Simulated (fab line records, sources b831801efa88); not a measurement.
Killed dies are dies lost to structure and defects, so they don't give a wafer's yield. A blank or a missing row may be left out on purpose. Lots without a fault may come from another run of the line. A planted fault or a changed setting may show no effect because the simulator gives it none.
Which tool did it? | flow gf180mcu | 11 lots, 33 wafers sampled, at 4 steps of a route of 602

WHAT THE GAUGES READ, wafer by wafer
GF_PSD_RS_MEAS_15: measures by four-point-probe.
lot  | measured     | on            | PSD_RS (ohm/sq)
L704 | day 14 05:55 | film_metro-04 | 109.16 108.72 108.55
L705 | day 14 13:43 | film_metro-03 | 108.70 108.90 108.62
L708 | day 15 17:20 | film_metro-04 | 108.13 108.24 108.25
L709 | day 15 23:40 | film_metro-04 | 108.91 108.66 109.11
L715 | day 18 09:13 | film_metro-01 | 110.22 110.10 110.19
L719 | day 20 02:23 | film_metro-01 | 110.61 110.75 110.37
L722 | day 21 01:22 | film_metro-01 | 108.81 108.19 108.55
L723 | day 21 14:24 | film_metro-03 | 108.78 108.71 108.98
L724 | day 21 11:15 | film_metro-01 | 108.71 108.95 108.95
L726 | day 22 07:32 | film_metro-01 | 108.83 108.62 108.94
L727 | day 22 12:31 | film_metro-04 | 108.82 108.97 108.94

WHICH TOOL RAN EACH LOT (tool, then ch and the chambers of the sampled wafers, then the start)
lot  | GF_DUAL_GATE_STRIP_13                | GF_PSD_IMPLANT_09               | GF_PSD_STRIP_10
L704 | plasma_asher-02 ch 0,1, day 8 07:50  | implanter-04 ch 0, day 14 05:21 | plasma_asher-02 ch 0,1, day 14 05:29
L705 | plasma_asher-04 ch 0,1, day 8 16:25  | implanter-01 ch 0, day 14 13:08 | plasma_asher-01 ch 0,1, day 14 13:17
L708 | plasma_asher-01 ch 0,1, day 9 14:22  | implanter-01 ch 0, day 15 16:46 | plasma_asher-01 ch 0,1, day 15 16:55
L709 | plasma_asher-04 ch 0,1, day 9 18:08  | implanter-03 ch 0, day 15 23:06 | plasma_asher-04 ch 0, day 15 23:15
L715 | plasma_asher-02 ch 0,1, day 11 17:04 | implanter-04 ch 0, day 18 08:40 | plasma_asher-04 ch 0,1, day 18 08:49
L719 | plasma_asher-04 ch 1, day 13 01:45   | implanter-04 ch 0, day 20 01:50 | plasma_asher-01 ch 0,1, day 20 01:58
L722 | plasma_asher-04 ch 0, day 13 21:10   | implanter-01 ch 0, day 21 00:48 | plasma_asher-02 ch 0,1, day 21 00:57
L723 | plasma_asher-01 ch 0,1, day 14 04:19 | implanter-03 ch 0, day 21 13:51 | plasma_asher-04 ch 0,1, day 21 13:59
L724 | plasma_asher-04 ch 0,1, day 14 05:10 | implanter-03 ch 0, day 21 10:41 | plasma_asher-01 ch 0,1, day 21 10:50
L726 | plasma_asher-04 ch 0,1, day 15 01:42 | implanter-03 ch 0, day 22 06:59 | plasma_asher-01 ch 0,1, day 22 07:07
L727 | plasma_asher-01 ch 0,1, day 15 05:43 | implanter-04 ch 0, day 22 11:58 | plasma_asher-01 ch 0,1, day 22 12:07
- GF_DUAL_GATE_STRIP_13: strips in O2/N2.
- GF_PSD_IMPLANT_09
- GF_PSD_STRIP_10: strips in O2/N2.

THE ANSWER, worked out from the rows above alone
Rule: what is usual is taken from the lots themselves. Put in order of their means at a reading, lots are off if they are a third of the lots or fewer, leave a main group of 4 or more, and stand apart from it by a gap of 3 or more times the standard deviation of the main group's means; of several such gaps the widest counts. A main group whose means are all the same, to the digits that the tables above print for the reading, isn't used. A lot without any number at a reading at which 4 lots or more have one is off too. The other lots that the step has rows for count as sound.
Off: L715, L719, at GF_PSD_RS_MEAS_15 (PSD_RS). The main group: mean 108.73 ohm/sq, standard deviation 0.22.
A tool fits if, at a process step before that reading, it ran every lot that is off, and no sound lot after the first of them. The gauges at GF_PSD_RS_MEAS_15 are tried like those tools. None of those tried fits.

WHAT THE SIMULATOR HAD PUT IN
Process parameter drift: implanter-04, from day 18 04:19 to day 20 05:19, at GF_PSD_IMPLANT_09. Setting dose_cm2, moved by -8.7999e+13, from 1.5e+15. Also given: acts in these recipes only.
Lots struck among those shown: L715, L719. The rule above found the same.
